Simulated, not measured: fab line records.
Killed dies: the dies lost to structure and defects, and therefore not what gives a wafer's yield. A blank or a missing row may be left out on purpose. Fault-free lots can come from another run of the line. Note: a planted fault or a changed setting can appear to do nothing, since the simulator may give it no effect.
Chamber matching / flow gf180mcu / 3 sister chambers for GF_V5_CVD_02 on pecvd-01
The step deposits SiO2 from TEOS, target thk 1450 nm, time 163.28 s. 3 wafers are shown with their chamber, then 8 later ones without.

== WAFERS PAIRED WITH THEIR CHAMBERS ==
wafer=L388.2; chamber=1; rfFwdPowerW (W)=595.6
wafer=L390.5; chamber=0; rfFwdPowerW (W)=599.2
wafer=L392.2; chamber=2; rfFwdPowerW (W)=597.0

== WAFERS WITHOUT THEIR CHAMBER ==
wafer=L392.5; rfFwdPowerW (W)=600.3
wafer=L392.6; rfFwdPowerW (W)=598.0
wafer=L394.2; rfFwdPowerW (W)=596.6
wafer=L394.3; rfFwdPowerW (W)=598.0
wafer=L394.5; rfFwdPowerW (W)=595.9
wafer=L397.2; rfFwdPowerW (W)=596.8
wafer=L397.3; rfFwdPowerW (W)=597.0
wafer=L397.4; rfFwdPowerW (W)=594.8

== EACH ONE'S CHAMBER ==
wafer=L392.5; from the rows above=0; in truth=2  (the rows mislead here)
wafer=L392.6; from the rows above=can't be placed: 2 or 0 or 1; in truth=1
wafer=L394.2; from the rows above=can't be placed: 2 or 1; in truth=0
wafer=L394.3; from the rows above=can't be placed: 2 or 0 or 1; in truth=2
wafer=L394.5; from the rows above=can't be placed: 1 or 2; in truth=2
wafer=L397.2; from the rows above=can't be placed: 2 or 1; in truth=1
wafer=L397.3; from the rows above=can't be placed: 2 or 1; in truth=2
wafer=L397.4; from the rows above=can't be placed: 1 or 2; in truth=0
Correct placement for 0 of the 8. Can't be placed from these rows: 7 (the true chamber is among the candidates in 5). Placed wrongly: 1.
How it was worked out, from the rows above alone: a wafer's distance from a chamber is the root of the sum, over the readings, of the square of ((its reading less the chamber's mean) divided by the reading's scatter). The wafer belongs to the nearest chamber; if the next one is less than 2 further off, it can't be placed. A chamber's mean is the mean of its shown wafers. The scatter: root of mean squared gap, hidden wafer to nearest shown wafer, with one shown wafer a chamber.
